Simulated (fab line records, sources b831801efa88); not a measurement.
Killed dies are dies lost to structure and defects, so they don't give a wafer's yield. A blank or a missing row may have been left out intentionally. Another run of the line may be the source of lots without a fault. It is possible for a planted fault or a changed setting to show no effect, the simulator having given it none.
What tool caused it? ; flow gf180mcu ; Sampling: 14 lots, 42 wafers, 5 of 602 route steps

== WHAT THE GAUGES READ, wafer by wafer ==
GF_VT_IMPLANT_OVL_MEAS_07. Usual: VT_IMPLANT_OVL -1.1 nm, standard deviation 1.6.
lot;measured;on;VT_IMPLANT_OVL (nm);flag
L293;day 5 19:57;overlay-01;-3.1 -1.6 -4.5;
L294;day 6 01:47;overlay-02;-3.7 -1.3 -1.7;
L296;day 6 14:54;overlay-01;0.4 2.1 0.8;
L297;day 7 02:44;overlay-01;-2.2 -5.2 -4.0;
L298;day 7 05:55;overlay-02;0.6 -0.9 -0.5;
L299;day 7 07:26;overlay-01;-0.8 -0.8 -0.8;
L300;day 7 16:20;overlay-02;0.3 -0.4 1.3;
L302;day 8 03:27;overlay-01;-1.0 -2.1 -2.9;
L304;day 8 16:10;overlay-02;-1.1 0.2 -0.2;
L307;day 9 12:13;overlay-01;-4.8 -3.1 -2.7;
L309;day 10 00:17;overlay-01;-3.4 -3.4 -0.9;
L310;day 10 04:25;overlay-01;-1.9 0.6 -1.2;
L314;day 11 05:23;overlay-02;0.4 -0.7 0.4;
L315;day 11 11:11;overlay-02;1.2 0.6 -0.8;

GF_VT_IMPLANT_TW_MEAS_21. Usual: VT_IMPLANT_2_TW 1210, standard deviation 7.3.
lot;measured;on;VT_IMPLANT_2_TW;flag
L293;day 6 10:53;film-metro-03;1196 1202 1209;
L294;day 6 16:51;film-metro-03;1210 1211 1216;
L296;day 7 06:31;film-metro-01;1214 1205 1209;
L297;day 7 18:14;film-metro-01;1207 1212 1213;
L298;day 7 22:02;film-metro-01;1223 1210 1210;
L299;day 7 23:48;film-metro-02;1227 1223 1217;
L300;day 8 09:10;film-metro-03;1210 1205 1208;
L302;day 8 20:41;film-metro-01;1218 1215 1214;
L304;day 9 09:31;film-metro-03;1211 1211 1215;
L307;day 10 06:37;film-metro-03;1205 1205 1203;
L309;day 10 18:20;film-metro-03;1202 1202 1202;
L310;day 10 23:04;film-metro-01;1209 1204 1204;
L314;day 12 00:22;film-metro-01;1211 1210 1204;
L315;day 12 06:39;film-metro-03;1199 1200 1209;

GF_VT_IMPLANT_TW_MEAS_43. Usual: VT_IMPLANT_4_TW 688, standard deviation 4.6.
lot;measured;on;VT_IMPLANT_4_TW;flag
L293;day 7 18:02;film-metro-03;684 682 682;
L294;day 7 23:52;film-metro-03;687 684 685;
L296;day 8 15:14;film-metro-03;686 684 686;
L297;day 9 03:44;film-metro-02;695 697 692;
L298;day 9 07:59;film-metro-01;685 689 688;
L299;day 9 09:04;film-metro-03;689 686 687;
L300;day 9 19:34;film-metro-01;685 686 683;
L302;day 10 07:48;film-metro-02;860 862 864 868 863 865;OFF
L304;day 10 21:30;film-metro-03;682 680 684;
L307;day 11 19:38;film-metro-03;844 842 851 847 853 848;OFF
L309;day 12 07:59;film-metro-03;686 682 683;
L310;day 12 13:19;film-metro-02;688 696 688;
L314;day 13 15:49;film-metro-01;688 692 689;
L315;day 13 23:42;film-metro-02;690 688 688;

== TOOL THAT RAN EACH LOT (tool first, then ch and the chambers of the sampled wafers, then the start) ==
lot;GF_VT_IMPLANT_IMPLANT_41;GF_VT_IMPLANT_STRIP_42
L293;implanter-04 ch 0, day 7 17:48;plasma-asher-01 ch 0,1, day 7 17:56
L294;implanter-04 ch 0, day 7 23:37;plasma-asher-02 ch 0,1, day 7 23:46
L296;implanter-02 ch 0, day 8 15:00;plasma-asher-02 ch 0,1, day 8 15:08
L297;implanter-03 ch 0, day 9 03:32;plasma-asher-03 ch 0,1, day 9 03:38
L298;implanter-02 ch 0, day 9 07:45;plasma-asher-03 ch 0,1, day 9 07:53
L299;implanter-02 ch 0, day 9 08:49;plasma-asher-02 ch 0,1, day 9 08:58
L300;implanter-04 ch 0, day 9 19:19;plasma-asher-03 ch 0,1, day 9 19:28
L302;implanter-04 ch 0, day 10 07:15;plasma-asher-02 ch 0,1, day 10 07:41
L304;implanter-04 ch 0, day 10 21:18;plasma-asher-01 ch 0,1, day 10 21:25
L307;implanter-03 ch 0, day 11 19:04;plasma-asher-01 ch 0, day 11 19:32
L309;implanter-02 ch 0, day 12 07:45;plasma-asher-02 ch 0,1, day 12 07:52
L310;implanter-04 ch 0, day 12 13:04;plasma-asher-03 ch 0,1, day 12 13:13
L314;implanter-04 ch 0, day 13 15:34;plasma-asher-02 ch 0,1, day 13 15:43
L315;implanter-03 ch 0, day 13 23:30;plasma-asher-03 ch 0,1, day 13 23:37
- GF_VT_IMPLANT_IMPLANT_41
- GF_VT_IMPLANT_STRIP_42: strips in O2/N2.

== AS READ BY THE TOOLS THEMSELVES (means over the sampled wafers that have a number; for cases with no such wafer, the mark the record gives instead) ==
GF_VT_IMPLANT_STRIP_42. Usual: drypump-motor-current-A 5.7 A, standard deviation 0.38; heater-power-w 330 W, standard deviation 23; oes-product-au 0.716 a.u., standard deviation 0.0052; strip-time-to-endpoint-s 12.64 s, standard deviation 0.037.
lot;tool;drypump-motor-current-A (A);heater-power-w (W);oes-product-au (a.u.);strip-time-to-endpoint-s (s);flag
L293;plasma-asher-01;5.8;324;0.711;12.70;
L294;plasma-asher-02;5.7;334;0.715;12.60;
L296;plasma-asher-02;5.9;324;0.715;12.62;
L297;plasma-asher-03;5.6;323;0.719;12.62;
L298;plasma-asher-03;5.3;318;0.716;12.62;
L299;plasma-asher-02;5.9;319;0.716;12.68;
L300;plasma-asher-03;5.7;329;0.716;12.61;
L302;plasma-asher-02;5.7;335;0.717;12.57;
L304;plasma-asher-01;5.8;328;0.713;12.65;
L307;plasma-asher-01;5.8;307;0.722;12.63;
L309;plasma-asher-02;5.7;332;0.718;12.66;
L310;plasma-asher-03;5.3;318;0.712;12.59;
L314;plasma-asher-02;5.9;322;0.717;12.62;
L315;plasma-asher-03;5.3;320;0.717;12.64;

== THE ANSWER, worked out from the rows above alone ==
Rule: take the mean of a lot's wafers that have a number; if it is more than 3 standard deviations from the usual mean, the lot is off. Also off: a lot with no number at a reading for which 4 or more lots have one. The other lots that the step has rows for count as sound. After the gauges, taken in route order, come the tools' own readings; for these a lot's mean is taken, as printed above. At the first step where some lot is off, the reading lying furthest off is the one used; lots without a number count as furthest.
Off: L302, L307, seen at GF_VT_IMPLANT_TW_MEAS_43 (VT_IMPLANT_4_TW).
A tool fits if, at a process step before that reading, it ran every lot that is off, and no sound lot after the first of them. Those tools and the gauges at GF_VT_IMPLANT_TW_MEAS_43 are tried in the same way. None of those tried fits.

== WHAT THE SIMULATOR HAD INSERTED ==
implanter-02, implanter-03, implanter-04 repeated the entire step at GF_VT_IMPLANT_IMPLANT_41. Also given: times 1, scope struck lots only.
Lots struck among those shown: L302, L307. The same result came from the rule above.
